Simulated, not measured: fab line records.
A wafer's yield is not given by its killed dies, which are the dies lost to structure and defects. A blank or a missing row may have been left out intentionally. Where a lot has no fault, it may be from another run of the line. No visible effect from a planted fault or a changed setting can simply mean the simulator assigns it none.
Which tool was responsible? / flow gf180mcu / 72 wafers from 24 lots sampled at 6 of the route's 602 steps

== WHAT THE GAUGES SHOWED, per wafer ==
GF_V3_THK_MEAS_03.
lot=L074; measured=day 21 03:56; on=film metro-04; V3_CVD_02_THK (nm)=839 849 865
lot=L075; measured=day 21 12:09; on=film metro-04; V3_CVD_02_THK (nm)=863 852 854
lot=L076; measured=day 21 23:28; on=film metro-02; V3_CVD_02_THK (nm)=847 849 848
lot=L077; measured=day 22 09:16; on=film metro-04; V3_CVD_02_THK (nm)=846 845 861
lot=L078; measured=day 22 15:49; on=film metro-01; V3_CVD_02_THK (nm)=850 852 861
lot=L079; measured=day 23 07:44; on=film metro-04; V3_CVD_02_THK (nm)=842 859 866
lot=L080; measured=day 23 18:20; on=film metro-01; V3_CVD_02_THK (nm)=844 836 864
lot=L081; measured=day 23 23:25; on=film metro-04; V3_CVD_02_THK (nm)=831 842 854
lot=L082; measured=day 24 11:37; on=film metro-01; V3_CVD_02_THK (nm)=848 845 859
lot=L083; measured=day 24 16:14; on=film metro-04; V3_CVD_02_THK (nm)=837 845 857
lot=L084; measured=day 25 04:57; on=film metro-04; V3_CVD_02_THK (nm)=837 856 854
lot=L085; measured=day 25 09:31; on=film metro-01; V3_CVD_02_THK (nm)=848 860 853
lot=L086; measured=day 25 15:04; on=film metro-01; V3_CVD_02_THK (nm)=842 845 851
lot=L087; measured=day 26 00:04; on=film metro-04; V3_CVD_02_THK (nm)=854 859 859
lot=L088; measured=day 26 07:17; on=film metro-01; V3_CVD_02_THK (nm)=841 829 842
lot=L089; measured=day 26 09:41; on=film metro-04; V3_CVD_02_THK (nm)=844 868 861
lot=L090; measured=day 26 21:37; on=film metro-04; V3_CVD_02_THK (nm)=833 848 856
lot=L091; measured=day 27 09:32; on=film metro-04; V3_CVD_02_THK (nm)=845 848 865
lot=L093; measured=day 28 00:29; on=film metro-04; V3_CVD_02_THK (nm)=863 860 875
lot=L092; measured=day 28 01:47; on=film metro-04; V3_CVD_02_THK (nm)=843 862 843
lot=L094; measured=day 28 03:04; on=film metro-01; V3_CVD_02_THK (nm)=849 860 859
lot=L095; measured=day 28 10:43; on=film metro-04; V3_CVD_02_THK (nm)=848 865 867
lot=L096; measured=day 29 00:21; on=film metro-02; V3_CVD_02_THK (nm)=849 850 866
lot=L097; measured=day 29 01:17; on=film metro-01; V3_CVD_02_THK (nm)=847 847 857

GF_V3_RS_MEAS_24: measurement is done with a four-point probe.
lot=L074; measured=day 22 04:59; on=film metro-04; V3_W_RS (ohm/sq)=0.326 0.326 0.324
lot=L075; measured=day 22 13:08; on=film metro-04; V3_W_RS (ohm/sq)=0.325 0.329 0.326
lot=L076; measured=day 23 00:14; on=film metro-04; V3_W_RS (ohm/sq)=0.329 0.330 0.327
lot=L077; measured=day 23 10:07; on=film metro-01; V3_W_RS (ohm/sq)=0.323 0.323 0.324
lot=L078; measured=day 23 15:23; on=film metro-02; V3_W_RS (ohm/sq)=0.326 0.325 0.326
lot=L079; measured=day 24 07:19; on=film metro-02; V3_W_RS (ohm/sq)=0.328 0.323 0.325
lot=L080; measured=day 24 17:32; on=film metro-02; V3_W_RS (ohm/sq)=0.327 0.325 0.331
lot=L081; measured=day 24 22:07; on=film metro-02; V3_W_RS (ohm/sq)=0.321 0.323 0.324
lot=L082; measured=day 25 10:39; on=film metro-02; V3_W_RS (ohm/sq)=0.328 0.327 0.330
lot=L083; measured=day 25 14:44; on=film metro-02; V3_W_RS (ohm/sq)=0.325 0.327 0.327
lot=L084; measured=day 26 03:50; on=film metro-02; V3_W_RS (ohm/sq)=0.325 0.325 0.331
lot=L085; measured=day 26 07:58; on=film metro-01; V3_W_RS (ohm/sq)=0.334 0.333 0.329
lot=L086; measured=day 26 13:52; on=film metro-02; V3_W_RS (ohm/sq)=0.337 0.335 0.334
lot=L087; measured=day 26 21:54; on=film metro-01; V3_W_RS (ohm/sq)=0.328 0.320 0.328
lot=L088; measured=day 27 05:56; on=film metro-02; V3_W_RS (ohm/sq)=0.333 0.333 0.331
lot=L089; measured=day 27 07:08; on=film metro-04; V3_W_RS (ohm/sq)=0.326 0.322 0.326
lot=L090; measured=day 27 22:59; on=film metro-02; V3_W_RS (ohm/sq)=0.333 0.326 0.336
lot=L091; measured=day 28 07:58; on=film metro-04; V3_W_RS (ohm/sq)=0.323 0.330 0.325
lot=L093; measured=day 28 21:01; on=film metro-04; V3_W_RS (ohm/sq)=0.331 0.325 0.326
lot=L092; measured=day 28 22:35; on=film metro-04; V3_W_RS (ohm/sq)=0.327 0.327 0.329
lot=L094; measured=day 28 23:44; on=film metro-02; V3_W_RS (ohm/sq)=0.325 0.329 0.325
lot=L095; measured=day 29 07:25; on=film metro-02; V3_W_RS (ohm/sq)=0.332 0.317 0.325
lot=L096; measured=day 29 20:16; on=film metro-01; V3_W_RS (ohm/sq)=0.328 0.323 0.326
lot=L097; measured=day 29 21:23; on=film metro-04; V3_W_RS (ohm/sq)=0.330 0.327 0.330

GF_V4_THK_MEAS_03.
lot=L074; measured=day 23 05:56; on=film metro-03; V4_CVD_02_THK (nm)=826 843 846
lot=L075; measured=day 23 13:38; on=film metro-01; V4_CVD_02_THK (nm)=870 872 860
lot=L076; measured=day 24 00:45; on=film metro-03; V4_CVD_02_THK (nm)=852 846 845
lot=L077; measured=day 24 10:04; on=film metro-01; V4_CVD_02_THK (nm)=846 845 864
lot=L078; measured=day 24 14:58; on=film metro-03; V4_CVD_02_THK (nm)=852 851 858
lot=L079; measured=day 25 07:02; on=film metro-01; V4_CVD_02_THK (nm)=846 868 855
lot=L080; measured=day 25 16:40; on=film metro-04; V4_CVD_02_THK (nm)=841 841 862
lot=L081; measured=day 25 20:52; on=film metro-04; V4_CVD_02_THK (nm)=846 857 862
lot=L082; measured=day 26 08:54; on=film metro-04; V4_CVD_02_THK (nm)=841 854 870
lot=L083; measured=day 26 13:59; on=film metro-03; V4_CVD_02_THK (nm)=863 854 875
lot=L084; measured=day 27 01:40; on=film metro-01; V4_CVD_02_THK (nm)=835 851 857
lot=L085; measured=day 27 06:13; on=film metro-04; V4_CVD_02_THK (nm)=838 854 858
lot=L086; measured=day 27 10:10; on=film metro-01; V4_CVD_02_THK (nm)=849 857 869
lot=L087; measured=day 27 23:13; on=film metro-03; V4_CVD_02_THK (nm)=859 862 858
lot=L088; measured=day 28 04:05; on=film metro-04; V4_CVD_02_THK (nm)=851 851 867
lot=L089; measured=day 28 06:32; on=film metro-01; V4_CVD_02_THK (nm)=854 870 871
lot=L090; measured=day 28 20:02; on=film metro-04; V4_CVD_02_THK (nm)=856 871 861
lot=L091; measured=day 29 05:37; on=film metro-01; V4_CVD_02_THK (nm)=844 845 855
lot=L093; measured=day 29 18:10; on=film metro-04; V4_CVD_02_THK (nm)=833 858 853
lot=L092; measured=day 29 19:25; on=film metro-01; V4_CVD_02_THK (nm)=844 855 858
lot=L094; measured=day 29 19:55; on=film metro-04; V4_CVD_02_THK (nm)=849 855 863
lot=L095; measured=day 30 04:09; on=film metro-03; V4_CVD_02_THK (nm)=855 845 856
lot=L096; measured=day 30 16:12; on=film metro-04; V4_CVD_02_THK (nm)=839 842 860
lot=L097; measured=day 30 17:20; on=film metro-04; V4_CVD_02_THK (nm)=847 863 862

== TOOL THAT RAN EACH LOT (tool first, then ch and the chambers of the sampled wafers, then the start) ==
lot=L074; GF_M2_SPUTTER_04=pvd sputter-02, day 17 22:04; GF_V3_ETCH_16=rie diel-03 ch 0,1,3, day 22 04:07; GF_V3_CMP_26=cmp-01 ch 1,2,3, day 22 05:10
lot=L075; GF_M2_SPUTTER_04=pvd sputter-03, day 18 07:32; GF_V3_ETCH_16=rie diel-01 ch 0,1, day 22 12:10; GF_V3_CMP_26=cmp-01 ch 0,1,3, day 22 13:21
lot=L076; GF_M2_SPUTTER_04=pvd sputter-03, day 18 18:58; GF_V3_ETCH_16=rie diel-01 ch 2,3, day 22 23:16; GF_V3_CMP_26=cmp-02 ch 0,1,2, day 23 00:28
lot=L077; GF_M2_SPUTTER_04=pvd sputter-03, day 19 06:03; GF_V3_ETCH_16=rie diel-01 ch 2,3, day 23 09:11; GF_V3_CMP_26=cmp-02 ch 1,2,3, day 23 10:18
lot=L078; GF_M2_SPUTTER_04=pvd sputter-02, day 19 11:41; GF_V3_ETCH_16=rie diel-03 ch 0,3, day 23 14:31; GF_V3_CMP_26=cmp-01 ch 1,2,3, day 23 15:34
lot=L079; GF_M2_SPUTTER_04=pvd sputter-03, day 20 04:32; GF_V3_ETCH_16=rie diel-01 ch 2,3, day 24 06:26; GF_V3_CMP_26=cmp-01 ch 1,3, day 24 07:29
lot=L080; GF_M2_SPUTTER_04=pvd sputter-04, day 20 15:46; GF_V3_ETCH_16=rie diel-03 ch 0,2,3, day 24 16:38; GF_V3_CMP_26=cmp-02 ch 0,1, day 24 17:43
lot=L081; GF_M2_SPUTTER_04=pvd sputter-03, day 20 21:15; GF_V3_ETCH_16=rie diel-01 ch 0,1,2, day 24 21:11; GF_V3_CMP_26=cmp-02 ch 0,1,2, day 24 22:16
lot=L082; GF_M2_SPUTTER_04=pvd sputter-04, day 21 10:40; GF_V3_ETCH_16=rie diel-04 ch 0,1, day 25 09:47; GF_V3_CMP_26=cmp-02 ch 1,2, day 25 10:53
lot=L083; GF_M2_SPUTTER_04=pvd sputter-02, day 21 16:06; GF_V3_ETCH_16=rie diel-03 ch 0,1,3, day 25 13:52; GF_V3_CMP_26=cmp-02 ch 0,1,2, day 25 15:01
lot=L084; GF_M2_SPUTTER_04=pvd sputter-04, day 22 05:25; GF_V3_ETCH_16=rie diel-03 ch 1,2, day 26 02:58; GF_V3_CMP_26=cmp-01 ch 1,2,3, day 26 04:01
lot=L085; GF_M2_SPUTTER_04=pvd sputter-04, day 22 10:19; GF_V3_ETCH_16=rie diel-03 ch 2,3, day 26 06:56; GF_V3_CMP_26=cmp-01 ch 0,1,2, day 26 08:14
lot=L086; GF_M2_SPUTTER_04=pvd sputter-04, day 22 17:51; GF_V3_ETCH_16=rie diel-01 ch 0,2,3, day 26 12:53; GF_V3_CMP_26=cmp-01 ch 0,2,3, day 26 14:03
lot=L087; GF_M2_SPUTTER_04=pvd sputter-04, day 23 02:43; GF_V3_ETCH_16=rie diel-03 ch 1,2, day 26 21:02; GF_V3_CMP_26=cmp-02 ch 0,1,3, day 27 02:37
lot=L088; GF_M2_SPUTTER_04=pvd sputter-03, day 23 09:25; GF_V3_ETCH_16=rie diel-04 ch 0,1,2, day 27 05:02; GF_V3_CMP_26=cmp-02 ch 0,1,2, day 27 07:08
lot=L089; GF_M2_SPUTTER_04=pvd sputter-04, day 23 12:40; GF_V3_ETCH_16=rie diel-01 ch 0,1,3, day 27 06:04; GF_V3_CMP_26=cmp-02 ch 0,1, day 27 09:25
lot=L090; GF_M2_SPUTTER_04=pvd sputter-03, day 24 02:03; GF_V3_ETCH_16=rie diel-04 ch 0,3, day 27 21:46; GF_V3_CMP_26=cmp-02 ch 0,1,3, day 27 23:19
lot=L091; GF_M2_SPUTTER_04=pvd sputter-02, day 24 14:33; GF_V3_ETCH_16=rie diel-04 ch 1,2,3, day 28 07:05; GF_V3_CMP_26=cmp-02 ch 0,1, day 28 08:50
lot=L093; GF_M2_SPUTTER_04=pvd sputter-03, day 25 03:40; GF_V3_ETCH_16=rie diel-04 ch 2,3, day 28 20:04; GF_V3_CMP_26=cmp-01 ch 1,2, day 28 21:11
lot=L092; GF_M2_SPUTTER_04=pvd sputter-04, day 25 04:46; GF_V3_ETCH_16=rie diel-01 ch 0,2, day 28 21:41; GF_V3_CMP_26=cmp-01 ch 0,3, day 28 22:47
lot=L094; GF_M2_SPUTTER_04=pvd sputter-03, day 25 08:32; GF_V3_ETCH_16=rie diel-04 ch 1,3, day 28 22:52; GF_V3_CMP_26=cmp-02 ch 1,2,3, day 29 00:01
lot=L095; GF_M2_SPUTTER_04=pvd sputter-02, day 25 18:40; GF_V3_ETCH_16=rie diel-01 ch 0,3, day 29 06:31; GF_V3_CMP_26=cmp-01 ch 0,2, day 29 07:36
lot=L096; GF_M2_SPUTTER_04=pvd sputter-02, day 26 06:45; GF_V3_ETCH_16=rie diel-03 ch 0,1,2, day 29 19:23; GF_V3_CMP_26=cmp-01 ch 0,2,3, day 29 20:26
lot=L097; GF_M2_SPUTTER_04=pvd sputter-03, day 26 07:43; GF_V3_ETCH_16=rie diel-03 ch 0,2,3, day 29 20:28; GF_V3_CMP_26=cmp-02 ch 0,1,3, day 29 21:34
- GF_M2_SPUTTER_04: material TiN, target thk 50 nm, time 41.7 s.
- GF_V3_ETCH_16: etches BARC in N2/H2.
- GF_V3_CMP_26: polishes, stops on SiO2, t overpolish 15 s, target thk 0 nm.

== AS READ BY THE TOOLS THEMSELVES (means over the sampled wafers that have a number; for cases with no such wafer, the mark the record gives instead) ==
GF_M2_SPUTTER_04.
lot=L074; tool=pvd sputter-02; throttle valve pct (%)=29.5
lot=L075; tool=pvd sputter-03; throttle valve pct (%)=30.5
lot=L076; tool=pvd sputter-03; throttle valve pct (%)=30.1
lot=L077; tool=pvd sputter-03; throttle valve pct (%)=30.3
lot=L078; tool=pvd sputter-02; throttle valve pct (%)=30.2
lot=L079; tool=pvd sputter-03; throttle valve pct (%)=30.6
lot=L080; tool=pvd sputter-04; throttle valve pct (%)=29.9
lot=L081; tool=pvd sputter-03; throttle valve pct (%)=30.8
lot=L082; tool=pvd sputter-04; throttle valve pct (%)=30.7
lot=L083; tool=pvd sputter-02; throttle valve pct (%)=30.6
lot=L084; tool=pvd sputter-04; throttle valve pct (%)=30.7
lot=L085; tool=pvd sputter-04; throttle valve pct (%)=29.6
lot=L086; tool=pvd sputter-04; throttle valve pct (%)=29.0
lot=L087; tool=pvd sputter-04; throttle valve pct (%)=28.6
lot=L088; tool=pvd sputter-03; throttle valve pct (%)=30.2
lot=L089; tool=pvd sputter-04; throttle valve pct (%)=29.0
lot=L090; tool=pvd sputter-03; throttle valve pct (%)=31.3
lot=L091; tool=pvd sputter-02; throttle valve pct (%)=29.7
lot=L093; tool=pvd sputter-03; throttle valve pct (%)=30.9
lot=L092; tool=pvd sputter-04; throttle valve pct (%)=29.8
lot=L094; tool=pvd sputter-03; throttle valve pct (%)=31.6
lot=L095; tool=pvd sputter-02; throttle valve pct (%)=30.1
lot=L096; tool=pvd sputter-02; throttle valve pct (%)=29.8
lot=L097; tool=pvd sputter-03; throttle valve pct (%)=30.6

GF_V3_ETCH_16.
lot=L074; tool=rie diel-03; drypump motor current A (A)=5.8; oes product au (a.u.)=0.858; throttle valve pct (%)=13.223
lot=L075; tool=rie diel-01; drypump motor current A (A)=5.5; oes product au (a.u.)=0.854; throttle valve pct (%)=13.222
lot=L076; tool=rie diel-01; drypump motor current A (A)=5.6; oes product au (a.u.)=0.853; throttle valve pct (%)=13.228
lot=L077; tool=rie diel-01; drypump motor current A (A)=5.7; oes product au (a.u.)=0.852; throttle valve pct (%)=13.224
lot=L078; tool=rie diel-03; drypump motor current A (A)=5.6; oes product au (a.u.)=0.850; throttle valve pct (%)=13.219
lot=L079; tool=rie diel-01; drypump motor current A (A)=5.6; oes product au (a.u.)=0.854; throttle valve pct (%)=13.225
lot=L080; tool=rie diel-03; drypump motor current A (A)=5.7; oes product au (a.u.)=0.856; throttle valve pct (%)=13.228
lot=L081; tool=rie diel-01; drypump motor current A (A)=5.5; oes product au (a.u.)=0.855; throttle valve pct (%)=13.226
lot=L082; tool=rie diel-04; drypump motor current A (A)=5.9; oes product au (a.u.)=0.856; throttle valve pct (%)=13.226
lot=L083; tool=rie diel-03; drypump motor current A (A)=5.8; oes product au (a.u.)=0.857; throttle valve pct (%)=13.224
lot=L084; tool=rie diel-03; drypump motor current A (A)=6.2; oes product au (a.u.)=0.852; throttle valve pct (%)=13.223
lot=L085; tool=rie diel-03; drypump motor current A (A)=5.6; oes product au (a.u.)=0.859; throttle valve pct (%)=13.220
lot=L086; tool=rie diel-01; drypump motor current A (A)=5.6; oes product au (a.u.)=0.853; throttle valve pct (%)=13.235
lot=L087; tool=rie diel-03; drypump motor current A (A)=6.2; oes product au (a.u.)=0.852; throttle valve pct (%)=13.226
lot=L088; tool=rie diel-04; drypump motor current A (A)=6.0; oes product au (a.u.)=0.857; throttle valve pct (%)=13.224
lot=L089; tool=rie diel-01; drypump motor current A (A)=5.5; oes product au (a.u.)=0.854; throttle valve pct (%)=13.233
lot=L090; tool=rie diel-04; drypump motor current A (A)=6.0; oes product au (a.u.)=0.861; throttle valve pct (%)=13.218
lot=L091; tool=rie diel-04; drypump motor current A (A)=6.1; oes product au (a.u.)=0.856; throttle valve pct (%)=13.235
lot=L093; tool=rie diel-04; drypump motor current A (A)=5.9; oes product au (a.u.)=0.856; throttle valve pct (%)=13.223
lot=L092; tool=rie diel-01; drypump motor current A (A)=5.4; oes product au (a.u.)=0.859; throttle valve pct (%)=13.217
lot=L094; tool=rie diel-04; drypump motor current A (A)=6.3; oes product au (a.u.)=0.860; throttle valve pct (%)=13.226
lot=L095; tool=rie diel-01; drypump motor current A (A)=5.5; oes product au (a.u.)=0.858; throttle valve pct (%)=13.223
lot=L096; tool=rie diel-03; drypump motor current A (A)=6.1; oes product au (a.u.)=0.852; throttle valve pct (%)=13.222
lot=L097; tool=rie diel-03; drypump motor current A (A)=5.8; oes product au (a.u.)=0.854; throttle valve pct (%)=13.220

GF_V3_CMP_26.
lot=L074; tool=cmp-01; motor current A (A)=11.5; overpolish run s (s)=15.006; time to endpoint s (s)=85.6
lot=L075; tool=cmp-01; motor current A (A)=12.4; overpolish run s (s)=15.000; time to endpoint s (s)=84.3
lot=L076; tool=cmp-02; motor current A (A)=12.0; overpolish run s (s)=14.993; time to endpoint s (s)=85.8
lot=L077; tool=cmp-02; motor current A (A)=12.5; overpolish run s (s)=15.003; time to endpoint s (s)=83.0
lot=L078; tool=cmp-01; motor current A (A)=11.5; overpolish run s (s)=15.006; time to endpoint s (s)=83.6
lot=L079; tool=cmp-01; motor current A (A)=11.5; overpolish run s (s)=14.994; time to endpoint s (s)=82.7
lot=L080; tool=cmp-02; motor current A (A)=12.0; overpolish run s (s)=15.000; time to endpoint s (s)=82.8
lot=L081; tool=cmp-02; motor current A (A)=12.2; overpolish run s (s)=15.005; time to endpoint s (s)=83.9
lot=L082; tool=cmp-02; motor current A (A)=12.3; overpolish run s (s)=15.002; time to endpoint s (s)=84.0
lot=L083; tool=cmp-02; motor current A (A)=11.8; overpolish run s (s)=15.008; time to endpoint s (s)=86.5
lot=L084; tool=cmp-01; motor current A (A)=11.4; overpolish run s (s)=14.996; time to endpoint s (s)=83.0
lot=L085; tool=cmp-01; motor current A (A)=11.7; overpolish run s (s)=14.988; time to endpoint s (s)=81.1
lot=L086; tool=cmp-01; motor current A (A)=11.8; overpolish run s (s)=15.003; time to endpoint s (s)=82.1
lot=L087; tool=cmp-02; motor current A (A)=12.3; overpolish run s (s)=15.001; time to endpoint s (s)=82.8
lot=L088; tool=cmp-02; motor current A (A)=12.4; overpolish run s (s)=15.006; time to endpoint s (s)=81.7
lot=L089; tool=cmp-02; motor current A (A)=12.3; overpolish run s (s)=15.000; time to endpoint s (s)=86.3
lot=L090; tool=cmp-02; motor current A (A)=12.5; overpolish run s (s)=15.010; time to endpoint s (s)=82.3
lot=L091; tool=cmp-02; motor current A (A)=12.3; overpolish run s (s)=14.999; time to endpoint s (s)=82.4
lot=L093; tool=cmp-01; motor current A (A)=11.4; overpolish run s (s)=14.997; time to endpoint s (s)=85.2
lot=L092; tool=cmp-01; motor current A (A)=12.1; overpolish run s (s)=15.007; time to endpoint s (s)=84.7
lot=L094; tool=cmp-02; motor current A (A)=12.4; overpolish run s (s)=14.995; time to endpoint s (s)=84.6
lot=L095; tool=cmp-01; motor current A (A)=11.8; overpolish run s (s)=15.005; time to endpoint s (s)=88.9
lot=L096; tool=cmp-01; motor current A (A)=11.7; overpolish run s (s)=15.001; time to endpoint s (s)=81.8
lot=L097; tool=cmp-02; motor current A (A)=12.5; overpolish run s (s)=14.988; time to endpoint s (s)=86.4

== THE ANSWER, worked out from the rows above alone ==
Rule: usual is defined by the lots themselves. Put in order of their means at a reading, lots are off if they are a third of the lots or fewer, leave a main group of 4 or more, and stand apart from it by a gap of 3 or more times the standard deviation of the main group's means; of several such gaps the widest counts. Not used: any main group whose means are identical at the precision the tables above print for the reading. Also off: a lot with no number at a reading for which 4 or more lots have one. All remaining lots with rows at the step are treated as sound. After the gauges, taken in route order, come the tools' own readings; for these a lot's mean is taken, as printed above. The first step at which some lot is off is used, and at that step the reading that is off furthest; a lot without a number counts as furthest.
No lot is off on any of the readings shown, so nothing can be concluded from this.

== WHAT THE SIMULATOR HAD INSERTED ==
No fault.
